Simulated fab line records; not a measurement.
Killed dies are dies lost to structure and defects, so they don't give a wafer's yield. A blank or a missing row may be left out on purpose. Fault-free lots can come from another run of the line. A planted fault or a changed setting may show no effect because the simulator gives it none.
Struck lot and sound lot, side by side -- flow sky130 -- 15 steps out of a route of 708
Sound: these wafers, L343.2, L343.4, L343.6. Struck: wafer L349.1; the same lot's L349.2 was not struck, so it is left out; see the end for the cause.
Per side, at each step with rows, come the tool, then ch with its chambers, and then its first start. Under that, the readings that differ: sound wafers -- struck wafers -- difference of the means -- sigmas: that difference in standard deviations of wafers without a fault.
alike: readings with means less than 2 such deviations apart, plus words and numbers identical on both sides. not compared: withheld readings, readings lacking a value on some wafer, bounds such as >300 that could conceal the same value, and numbers that have no deviation in the record and whose values overlap.
A row with sigmas, a row that says differs or no value, or rows on one side alone: a step with any of these is where the two part. Numbers that have no deviation but don't overlap get no sigmas and don't part them. A reading missing from all wafers of one side parts the sides only when that side holds two or more wafers.

SKY_SPACER_ETCHBACK_02: etches Si3N4 in CH3F/O2, stops on SiO2, time 46.7 s, target depth 45 nm.
  sound on rie-diel-04 ch 1,3, day 27 21:34; struck on rie-diel-01 ch 1, day 29 10:47
reading,sound,struck,difference,sigmas
drypump-motor-current-A (A),6.28 6.13 6.07,5.39,-0.77,-3
  alike: oes-product-au, throttle-valve-pct
  not compared: rf-hours-counter-h
then, 8 steps without rows for these wafers: SKY_POLY_CUT_DEHYDRATE_00 (time 60 s); SKY_POLY_CUT_HMDS_01 (prime time 60 s); SKY_POLY_CUT_COAT_02 (resist thk 60 nm); SKY_POLY_CUT_COAT_03 (resist thk 450 nm); SKY_POLY_CUT_SOFTBAKE_04 (time 90 s); SKY_POLY_CUT_EXPOSE_05 (exposes mask NPCM, target cd 270 nm); SKY_POLY_CUT_PEB_06; SKY_POLY_CUT_DEVELOP_07 (develop time 60 s).
SKY_POLY_CUT_CD_MEAS_08: the cd target is 270 nm.
  struck on cd-sem-02, day 30 14:17; sound on cd-sem-01, day 29 02:14
  alike: cd-nm
SKY_POLY_CUT_OVL_MEAS_09:
  struck on overlay-01, day 30 14:25; sound on overlay-01, day 29 02:20
  alike: POLY_CUT_OVL
SKY_POLY_CUT_ETCH_10: etches BARC in N2/H2, stops on SiO2, time 45.9 s, target depth 60 nm.
  sound on rie-diel-01 ch 1,3, day 29 02:22; struck on rie-diel-03 ch 3, day 30 14:26
reading,sound,struck,difference,sigmas
drypump-motor-current-A (A),5.39 5.83 5.42,6.20,+0.65,+2
  alike: oes-product-au, run-length-s, throttle-valve-pct
  not compared: rf-hours-counter-h
SKY_POLY_CUT_ETCH_11: etches Si3N4 in CF4/CH2F2/Ar, stops on poly-Si, time 42.5 s, target depth 60 nm.
  sound on rie-diel-01 ch 1,3, day 29 02:25; struck on rie-diel-03 ch 3, day 30 14:29
reading,sound,struck,difference,sigmas
drypump-motor-current-A (A),5.39 5.80 5.40,6.22,+0.69,+2
oes-product-au (a.u.),0.832 0.835 0.837,0.812,-0.023,-4
run-length-s (s),70.3 70.9 70.2,73.5,+3.0,+6
model.POLY_CUT.feature-depth-nm (nm),62.38 62.42 62.25,64.24,+1.89,
model.poly-Si_of_POLY_GATE_CVD_00.thk-nm (nm),178.2 178.4 177.9,179.1,+0.9,
  alike: ch2f2-flow-sccm, throttle-valve-pct
  not compared: rf-hours-counter-h
SKY_POLY_CUT_STRIP_12: strips in O2/N2.
  sound on plasma-asher-01 ch 0,1, day 29 02:27; struck on plasma-asher-02 ch 1, day 30 14:32
  alike: drypump-motor-current-A, oes-product-au, strip-time-to-endpoint-s
  not compared: rf-hours-counter-h
following that, these wafers have no rows for 1 step: SKY_PAD_OPEN_PROBE_99.

WHERE THEY PART
First at SKY_SPACER_ETCHBACK_02; last, within this record, at SKY_POLY_CUT_ETCH_11. Later steps at which nothing parts them and some readings are alike: SKY_POLY_CUT_STRIP_12.

WHY: the cause the simulator had injected
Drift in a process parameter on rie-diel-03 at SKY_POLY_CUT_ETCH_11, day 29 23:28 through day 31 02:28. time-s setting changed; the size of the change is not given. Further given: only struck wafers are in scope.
